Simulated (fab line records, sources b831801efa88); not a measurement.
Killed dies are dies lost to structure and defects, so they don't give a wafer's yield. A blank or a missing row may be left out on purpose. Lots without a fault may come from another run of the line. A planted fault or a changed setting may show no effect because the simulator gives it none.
Chamber matching | flow gf180mcu | GF_V3_ETCH_16 on rie_diel-04: 4 sister chambers
The step etches BARC in N2/H2. 16 wafers are shown with their chamber, then 8 later ones without.

WAFERS WITH THEIR CHAMBER
wafer  | chamber | throttle_valve_pct (%) | bias_w (W) | oes_product_au (a.u.)
L677.2 | 3       | 13.223                 | 100.5      | 0.850
L677.5 | 1       | 13.222                 | 99.9       | 0.852
L677.6 | 0       | 13.215                 | 99.9       | 0.859
L678.1 | 3       | 13.231                 | 100.4      | 0.854
L678.2 | 0       | 13.222                 | 99.4       | 0.847
L678.5 | 3       | 13.221                 | 100.2      | 0.854
L685.1 | 3       | 13.215                 | 100.0      | 0.852
L685.3 | 2       | 13.227                 | 100.5      | 0.859
L685.5 | 2       | 13.221                 | 100.1      | 0.853
L688.2 | 3       | 13.234                 | 99.5       | 0.867
L688.4 | 0       | 13.220                 | 100.2      | 0.852
L688.6 | 0       | 13.210                 | 100.5      | 0.859
L692.1 | 3       | 13.238                 | 99.9       | 0.854
L692.3 | 0       | 13.217                 | 99.9       | 0.857
L692.6 | 3       | 13.218                 | 100.6      | 0.857
L697.2 | 2       | 13.236                 | 99.9       | 0.848

SIGNATURES (means of the wafers above)
reading            | chamber 0 | chamber 1 | chamber 2 | chamber 3 | scatter within a chamber
throttle_valve_pct | 13.21680  | 13.22200  | 13.22800  | 13.22571  | 0.00737
bias_w             | 99.980    | 99.900    | 100.167   | 100.157   | 0.382
oes_product_au     | 0.85480   | 0.85200   | 0.85333   | 0.85543   | 0.00543
Rule: a wafer's distance from a chamber is the root of the sum, over the readings, of the square of ((its reading less the chamber's mean) divided by the reading's scatter). The wafer belongs to the nearest chamber; if the next one is less than 2 further off, it can't be placed. The scatter: the root of (the sum of the squares of (reading less its chamber's mean) over the shown wafers, divided by (wafers less chambers)).

WAFERS WITHOUT THEIR CHAMBER
wafer  | throttle_valve_pct (%) | bias_w (W) | oes_product_au (a.u.)
L697.4 | 13.215                 | 99.9       | 0.864
L697.6 | 13.229                 | 100.2      | 0.853
L698.2 | 13.235                 | 100.1      | 0.863
L698.3 | 13.210                 | 99.7       | 0.862
L698.4 | 13.225                 | 99.4       | 0.860
L700.1 | 13.215                 | 99.7       | 0.845
L700.2 | 13.226                 | 100.1      | 0.855
L700.4 | 13.215                 | 100.0      | 0.850

WHICH CHAMBER EACH WENT THROUGH
wafer  | from the rows above               | in truth
L697.4 | can't be placed: 0 or 3 or 1 or 2 | 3
L697.6 | can't be placed: 2 or 3 or 1 or 0 | 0
L698.2 | can't be placed: 3 or 2 or 1 or 0 | 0
L698.3 | can't be placed: 0 or 1 or 3 or 2 | 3
L698.4 | can't be placed: 1 or 0 or 3 or 2 | 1
L700.1 | can't be placed: 1 or 0 or 2 or 3 | 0
L700.2 | can't be placed: 3 or 2 or 1 or 0 | 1
L700.4 | can't be placed: 0 or 1 or 3 or 2 | 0
Placed correctly: 0 of 8. Can't be placed from these rows: 8 (the true chamber is among the candidates in 8). Placed wrongly: 0.
